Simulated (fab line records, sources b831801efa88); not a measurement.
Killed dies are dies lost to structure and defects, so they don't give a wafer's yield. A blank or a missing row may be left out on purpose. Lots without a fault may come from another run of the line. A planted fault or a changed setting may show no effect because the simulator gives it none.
One fault seen from 2 desks | flow sky130 | each desk has only its own numbers; what lay behind them comes last

THE TOOL OWNER'S DESK: implanter-04
The tool's own readings at SKY_SONOS_TUNNEL_IMPLANT_09: means of the sampled wafers that have a number, for each lot that ran on this tool. A lot is out of limits, marked OUT, if its mean lies more than 4 standard deviations from the usual mean; the brackets give that distance.
Columns: A = dose_ions_cm2 at SKY_SONOS_TUNNEL_IMPLANT_09, usual 1.0001e+12; B = faraday_current_uA at SKY_SONOS_TUNNEL_IMPLANT_09, usual 5.63
lot  | first seen here | A                            | B
L782 | day 13 15:38    | 9.9950e+11                   | 5.63
L792 | day 16 21:46    | 9.9400e+10 (-99 or more) OUT | 0.56 (-46) OUT
L793 | day 17 12:32    | 9.9367e+10 (-99 or more) OUT | 0.56 (-46) OUT
This desk's finding: out of limits on L792, L793; first on L792, day 16 21:46 (dose_ions_cm2 at SKY_SONOS_TUNNEL_IMPLANT_09). In limits: L782.

THE METROLOGY DESK
What the gauges read, lot by lot, whatever tool the lot ran on: means of the sampled wafers that have a number. A lot is out of limits, marked OUT, if its mean lies more than 4 standard deviations from the usual mean; the brackets give that distance.
Columns: A = VT_ADJUST_HVTP_TW at SKY_VT_ADJUST_HVTP_TW_MEAS_11, usual 1344; B = SONOS_TUNNEL_TW at SKY_SONOS_TUNNEL_TW_MEAS_12, usual 195.5; C = LDD_P_TW at SKY_LDD_P_TW_MEAS_11, usual 628; D = SD_P_TW at SKY_SD_P_TW_MEAS_11, usual 2798
lot  | first seen here | A    | B               | C   | D
L776 | day 6 11:11     | 1347 | 193.7           | 637 | 2778
L777 | day 6 18:59     | 1341 | 196.8           | 633 | 2767
L778 | day 6 21:25     | 1347 | 197.1           | 622 | 2811
L779 | day 7 04:20     | 1341 | 196.9           | 622 | 2758
L780 | day 7 10:37     | 1338 | 194.7           | 622 | 2816
L781 | day 7 14:16     | 1353 | 194.6           | 631 | 2820
L782 | day 7 23:37     | 1344 | 196.6           | 635 | 2805
L783 | day 8 08:25     | 1339 | 196.7           | 622 | 2804
L785 | day 8 15:47     | 1345 | 194.3           | 621 | 2780
L792 | day 10 13:47    | 1343 | 109.2 (-62) OUT | 626 | 2806
L793 | day 11 00:30    | 1340 | 104.9 (-65) OUT | 635 | 2731
L795 | day 11 09:11    | 1342 | 194.4           | 631 | 2808
L796 | day 11 13:25    | 1345 | 194.2           | 621 | 2810
This desk's finding: out of limits on L792, L793; first on L792, day 16 22:19 (SONOS_TUNNEL_TW at SKY_SONOS_TUNNEL_TW_MEAS_12). In limits: L776, L777, L778, L779, L780, L781, L782, L783, L785, L795, L796.

PUT TOGETHER
The tool owner's desk could have raised an alarm at day 16 21:46, on L792, L793.
The metrology desk could have raised an alarm at day 16 22:19, on L792, L793.
Of the lots named, all ran SKY_SONOS_TUNNEL_IMPLANT_09 on implanter-04.

WHAT THE SIMULATOR HAD PUT IN
Process parameter drift: implanter-04, from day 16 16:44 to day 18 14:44, at SKY_SONOS_TUNNEL_IMPLANT_09. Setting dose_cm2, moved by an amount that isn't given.
Lots struck among those shown: L792, L793.
Hours from the fault's start to each desk's first reading out of limits: the tool owner's desk, 5; the metrology desk, 6.
